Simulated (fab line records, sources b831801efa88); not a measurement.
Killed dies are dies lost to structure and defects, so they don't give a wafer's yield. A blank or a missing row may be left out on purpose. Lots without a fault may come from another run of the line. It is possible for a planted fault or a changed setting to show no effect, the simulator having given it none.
The tool behind it: which one? :: flow sky130 :: 13 lots with 36 wafers sampled at 5 steps, on a route of 708 steps

== WHAT EACH GAUGE READ, for each wafer ==
SKY_POLY_GATE_CD_MEAS_13 targets a cd of 150 nm. Usual: cd nm reads 150.0 nm (standard deviation 1.7).
lot: L541
measured: day 14 21:22
on: cd sem-01
cd nm (nm): 153.4 154.5 152.4
flag: 

lot: L543
measured: day 17 00:26
on: cd sem-01
cd nm (nm): 149.6 149.9 149.6
flag: 

lot: L545
measured: day 18 03:41
on: cd sem-01
cd nm (nm): 148.0 149.4 148.7
flag: 

lot: L544
measured: day 18 02:22
on: cd sem-01
cd nm (nm): 150.8 149.2 151.0
flag: 

lot: L546
measured: day 18 14:34
on: cd sem-02
cd nm (nm): 151.1 152.4 152.1
flag: 

lot: L548
measured: day 19 13:50
on: cd sem-01
cd nm (nm): 150.8 152.1
flag: 

lot: L551
measured: day 20 17:10
on: cd sem-02
cd nm (nm): 148.1 148.7
flag: 

lot: L552
measured: day 20 23:40
on: cd sem-01
cd nm (nm): 149.1 148.4
flag: 

lot: L557
measured: day 23 08:43
on: cd sem-01
cd nm (nm): 147.9 149.1 147.4
flag: 

lot: L558
measured: day 23 09:46
on: cd sem-02
cd nm (nm): 150.3 149.9 151.1
flag: 

lot: L561
measured: day 24 12:40
on: cd sem-01
cd nm (nm): 150.7 150.0 150.4
flag: 

lot: L562
measured: day 25 08:34
on: cd sem-02
cd nm (nm): 149.3 149.5 148.2
flag: 

lot: L563
measured: day 25 08:27
on: cd sem-01
cd nm (nm): 151.1 151.9 152.3
flag: 

SKY_LDD_P_CD_MEAS_07 targets a cd of 380 nm. Usual: cd nm reads 380.0 nm (standard deviation 2.8).
lot: L541
measured: day 17 07:57
on: cd sem-01
cd nm (nm): 380.9 382.4 383.7
flag: 

lot: L543
measured: day 19 22:23
on: cd sem-02
cd nm (nm): 380.1 378.8 382.3
flag: 

lot: L545
measured: day 20 21:20
on: cd sem-01
cd nm (nm): 379.7 378.4 377.5
flag: 

lot: L544
measured: day 20 20:21
on: cd sem-02
cd nm (nm): 382.9 382.8 383.1
flag: 

lot: L546
measured: day 21 06:45
on: cd sem-02
cd nm (nm): 378.1 376.3 377.7
flag: 

lot: L548
measured: day 22 07:40
on: cd sem-01
cd nm (nm): 383.0 382.8
flag: 

lot: L551
measured: day 23 11:10
on: cd sem-02
cd nm (nm): 375.0 378.4
flag: 

lot: L552
measured: day 23 17:48
on: cd sem-01
cd nm (nm): 379.5 379.6
flag: 

lot: L557
measured: day 25 23:09
on: cd sem-01
cd nm (nm): 377.0 377.8 376.8
flag: 

lot: L558
measured: day 26 01:59
on: cd sem-01
cd nm (nm): 383.3 382.2 381.9
flag: 

lot: L561
measured: day 27 03:27
on: cd sem-02
cd nm (nm): 376.7 376.7 380.8
flag: 

lot: L562
measured: day 27 23:25
on: cd sem-02
cd nm (nm): 378.3 380.5 379.6
flag: 

lot: L563
measured: day 28 00:05
on: cd sem-02
cd nm (nm): 379.9 378.9 380.3
flag: 

== EACH LOT AND THE TOOL THAT RAN IT (in order: tool; ch and the chambers of the sampled wafers; start) ==
lot: L541
SKY_GATE_OXIDE_STRIP_13: plasma asher-02 ch 0,1, day 12 06:44
SKY_LDD_N_IMPLANT_11: implanter-01 ch 0, day 16 04:08
SKY_LDD_N_STRIP_16: plasma asher-02 ch 0, day 16 04:53

lot: L543
SKY_GATE_OXIDE_STRIP_13: plasma asher-02 ch 0,1, day 14 04:44
SKY_LDD_N_IMPLANT_11: implanter-03 ch 0, day 18 14:37
SKY_LDD_N_STRIP_16: plasma asher-03 ch 0, day 18 15:21

lot: L545
SKY_GATE_OXIDE_STRIP_13: plasma asher-02 ch 0,1, day 15 11:50
SKY_LDD_N_IMPLANT_11: implanter-04 ch 0, day 19 13:25
SKY_LDD_N_STRIP_16: plasma asher-03 ch 0,1, day 19 14:08

lot: L544
SKY_GATE_OXIDE_STRIP_13: plasma asher-01 ch 0,1, day 15 12:02
SKY_LDD_N_IMPLANT_11: implanter-01 ch 0, day 19 13:05
SKY_LDD_N_STRIP_16: plasma asher-04 ch 0,1, day 19 13:50

lot: L546
SKY_GATE_OXIDE_STRIP_13: plasma asher-01 ch 0,1, day 15 20:54
SKY_LDD_N_IMPLANT_11: implanter-01 ch 0, day 19 23:44
SKY_LDD_N_STRIP_16: plasma asher-04 ch 0,1, day 20 00:29

lot: L548
SKY_GATE_OXIDE_STRIP_13: plasma asher-03 ch 1, day 16 15:46
SKY_LDD_N_IMPLANT_11: implanter-01 ch 0, day 20 23:22
SKY_LDD_N_STRIP_16: plasma asher-02 ch 0, day 21 00:05

lot: L551
SKY_GATE_OXIDE_STRIP_13: plasma asher-03 ch 0,1, day 17 21:03
SKY_LDD_N_IMPLANT_11: implanter-01 ch 0, day 22 02:53
SKY_LDD_N_STRIP_16: plasma asher-03 ch 1, day 22 03:38

lot: L552
SKY_GATE_OXIDE_STRIP_13: plasma asher-02 ch 0, day 18 06:05
SKY_LDD_N_IMPLANT_11: implanter-01 ch 0, day 22 09:45
SKY_LDD_N_STRIP_16: plasma asher-02 ch 0,1, day 22 10:30

lot: L557
SKY_GATE_OXIDE_STRIP_13: plasma asher-02 ch 0,1, day 20 10:28
SKY_LDD_N_IMPLANT_11: implanter-01 ch 0, day 24 16:44
SKY_LDD_N_STRIP_16: plasma asher-02 ch 0,1, day 24 17:29

lot: L558
SKY_GATE_OXIDE_STRIP_13: plasma asher-01 ch 0,1, day 20 12:29
SKY_LDD_N_IMPLANT_11: implanter-04 ch 0, day 24 18:55
SKY_LDD_N_STRIP_16: plasma asher-04 ch 0,1, day 24 19:39

lot: L561
SKY_GATE_OXIDE_STRIP_13: plasma asher-01 ch 0,1, day 21 18:48
SKY_LDD_N_IMPLANT_11: implanter-01 ch 0, day 25 20:43
SKY_LDD_N_STRIP_16: plasma asher-03 ch 0,1, day 25 21:28

lot: L562
SKY_GATE_OXIDE_STRIP_13: plasma asher-03 ch 0,1, day 22 10:56
SKY_LDD_N_IMPLANT_11: implanter-03 ch 0, day 26 17:22
SKY_LDD_N_STRIP_16: plasma asher-02 ch 0,1, day 26 18:05

lot: L563
SKY_GATE_OXIDE_STRIP_13: plasma asher-02 ch 0,1, day 22 11:14
SKY_LDD_N_IMPLANT_11: implanter-01 ch 0, day 26 17:38
SKY_LDD_N_STRIP_16: plasma asher-04 ch 0,1, day 26 18:23
- SKY_GATE_OXIDE_STRIP_13: strips in O2/N2.
- SKY_LDD_N_IMPLANT_11
- SKY_LDD_N_STRIP_16: strips in O2/N2.

== AS READ BY THE TOOLS THEMSELVES (means over the sampled wafers that have a number; for cases with no such wafer, the mark the record gives instead) ==
SKY_GATE_OXIDE_STRIP_13. Usual: drypump motor current A 5.9 A, standard deviation 0.41; oes product au 0.716 a.u., standard deviation 0.0051; strip time to endpoint s 14.19 s, standard deviation 0.036.
lot: L541
tool: plasma asher-02
drypump motor current A (A): 6.4
oes product au (a.u.): 0.717
strip time to endpoint s (s): 14.16
flag: 

lot: L543
tool: plasma asher-02
drypump motor current A (A): 6.3
oes product au (a.u.): 0.719
strip time to endpoint s (s): 14.20
flag: 

lot: L545
tool: plasma asher-02
drypump motor current A (A): 6.3
oes product au (a.u.): 0.714
strip time to endpoint s (s): 14.18
flag: 

lot: L544
tool: plasma asher-01
drypump motor current A (A): 5.6
oes product au (a.u.): 0.714
strip time to endpoint s (s): 14.23
flag: 

lot: L546
tool: plasma asher-01
drypump motor current A (A): 5.7
oes product au (a.u.): 0.712
strip time to endpoint s (s): 14.13
flag: 

lot: L548
tool: plasma asher-03
drypump motor current A (A): 5.3
oes product au (a.u.): 0.715
strip time to endpoint s (s): 14.23
flag: 

lot: L551
tool: plasma asher-03
drypump motor current A (A): 5.5
oes product au (a.u.): 0.724
strip time to endpoint s (s): 14.16
flag: 

lot: L552
tool: plasma asher-02
drypump motor current A (A): 6.4
oes product au (a.u.): 0.712
strip time to endpoint s (s): 14.18
flag: 

lot: L557
tool: plasma asher-02
drypump motor current A (A): 6.3
oes product au (a.u.): 0.715
strip time to endpoint s (s): 14.24
flag: 

lot: L558
tool: plasma asher-01
drypump motor current A (A): 5.8
oes product au (a.u.): 0.711
strip time to endpoint s (s): 14.15
flag: 

lot: L561
tool: plasma asher-01
drypump motor current A (A): 5.6
oes product au (a.u.): 0.718
strip time to endpoint s (s): 14.23
flag: 

lot: L562
tool: plasma asher-03
drypump motor current A (A): 5.6
oes product au (a.u.): 0.715
strip time to endpoint s (s): 14.18
flag: 

lot: L563
tool: plasma asher-02
drypump motor current A (A): 6.4
oes product au (a.u.): 0.714
strip time to endpoint s (s): 14.19
flag: 

SKY_LDD_N_IMPLANT_11. Usual: beam on s 10.01 s, standard deviation 0.2; faraday current uA 422, standard deviation 8.4.
lot: L541
tool: implanter-01
beam on s (s): 9.94
faraday current uA: 425
flag: 

lot: L543
tool: implanter-03
beam on s (s): 9.95
faraday current uA: 424
flag: 

lot: L545
tool: implanter-04
beam on s (s): 9.95
faraday current uA: 424
flag: 

lot: L544
tool: implanter-01
beam on s (s): 10.00
faraday current uA: 422
flag: 

lot: L546
tool: implanter-01
beam on s (s): 10.18
faraday current uA: 415
flag: 

lot: L548
tool: implanter-01
beam on s (s): 11.02
faraday current uA: 386
flag: OFF

lot: L551
tool: implanter-01
beam on s (s): 11.09
faraday current uA: 383
flag: OFF

lot: L552
tool: implanter-01
beam on s (s): 10.91
faraday current uA: 390
flag: OFF

lot: L557
tool: implanter-01
beam on s (s): 9.75
faraday current uA: 433
flag: 

lot: L558
tool: implanter-04
beam on s (s): 10.01
faraday current uA: 422
flag: 

lot: L561
tool: implanter-01
beam on s (s): 9.91
faraday current uA: 426
flag: 

lot: L562
tool: implanter-03
beam on s (s): 10.10
faraday current uA: 419
flag: 

lot: L563
tool: implanter-01
beam on s (s): 9.93
faraday current uA: 425
flag: 

SKY_LDD_N_STRIP_16. Usual: drypump motor current A 5.8 A, standard deviation 0.51; oes product au 0.407 a.u., standard deviation 0.0054; strip time to endpoint s 4.316 s, standard deviation 0.015.
lot: L541
tool: plasma asher-02
drypump motor current A (A): 6.4
oes product au (a.u.): 0.407
strip time to endpoint s (s): 4.309
flag: 

lot: L543
tool: plasma asher-03
drypump motor current A (A): 5.8
oes product au (a.u.): 0.407
strip time to endpoint s (s): 4.314
flag: 

lot: L545
tool: plasma asher-03
drypump motor current A (A): 5.6
oes product au (a.u.): 0.408
strip time to endpoint s (s): 4.313
flag: 

lot: L544
tool: plasma asher-04
drypump motor current A (A): 5.9
oes product au (a.u.): 0.407
strip time to endpoint s (s): 4.331
flag: 

lot: L546
tool: plasma asher-04
drypump motor current A (A): 5.5
oes product au (a.u.): 0.408
strip time to endpoint s (s): 4.326
flag: 

lot: L548
tool: plasma asher-02
drypump motor current A (A): 6.4
oes product au (a.u.): 0.407
strip time to endpoint s (s): 4.311
flag: 

lot: L551
tool: plasma asher-03
drypump motor current A (A): 5.3
oes product au (a.u.): 0.404
strip time to endpoint s (s): 4.347
flag: 

lot: L552
tool: plasma asher-02
drypump motor current A (A): 6.3
oes product au (a.u.): 0.405
strip time to endpoint s (s): 4.328
flag: 

lot: L557
tool: plasma asher-02
drypump motor current A (A): 6.3
oes product au (a.u.): 0.410
strip time to endpoint s (s): 4.315
flag: 

lot: L558
tool: plasma asher-04
drypump motor current A (A): 5.9
oes product au (a.u.): 0.407
strip time to endpoint s (s): 4.311
flag: 

lot: L561
tool: plasma asher-03
drypump motor current A (A): 5.4
oes product au (a.u.): 0.404
strip time to endpoint s (s): 4.319
flag: 

lot: L562
tool: plasma asher-02
drypump motor current A (A): 6.3
oes product au (a.u.): 0.405
strip time to endpoint s (s): 4.315
flag: 

lot: L563
tool: plasma asher-04
drypump motor current A (A): 5.5
oes product au (a.u.): 0.406
strip time to endpoint s (s): 4.316
flag: 

== THE ANSWER, worked out from the rows above alone ==
Rule: lot off if the mean of its wafers having a number is beyond 3 standard deviations from the usual mean. A lot without any number at a reading at which 4 lots or more have one is off too. Any other lot the step has rows for is counted as sound. After the gauges, taken in route order, come the tools' own readings; for these a lot's mean is taken, as printed above. The first step at which some lot is off is used, and at that step the reading that is off furthest; a lot without a number counts as furthest.
Off, at SKY_LDD_N_IMPLANT_11 on beam on s: L548, L551, L552.
If a tool, at that step or one of the process steps before it, ran each lot that is off and ran no sound lot following the first of them, it fits. None of those tried fits.

== WHAT THE SIMULATOR PUT IN ==
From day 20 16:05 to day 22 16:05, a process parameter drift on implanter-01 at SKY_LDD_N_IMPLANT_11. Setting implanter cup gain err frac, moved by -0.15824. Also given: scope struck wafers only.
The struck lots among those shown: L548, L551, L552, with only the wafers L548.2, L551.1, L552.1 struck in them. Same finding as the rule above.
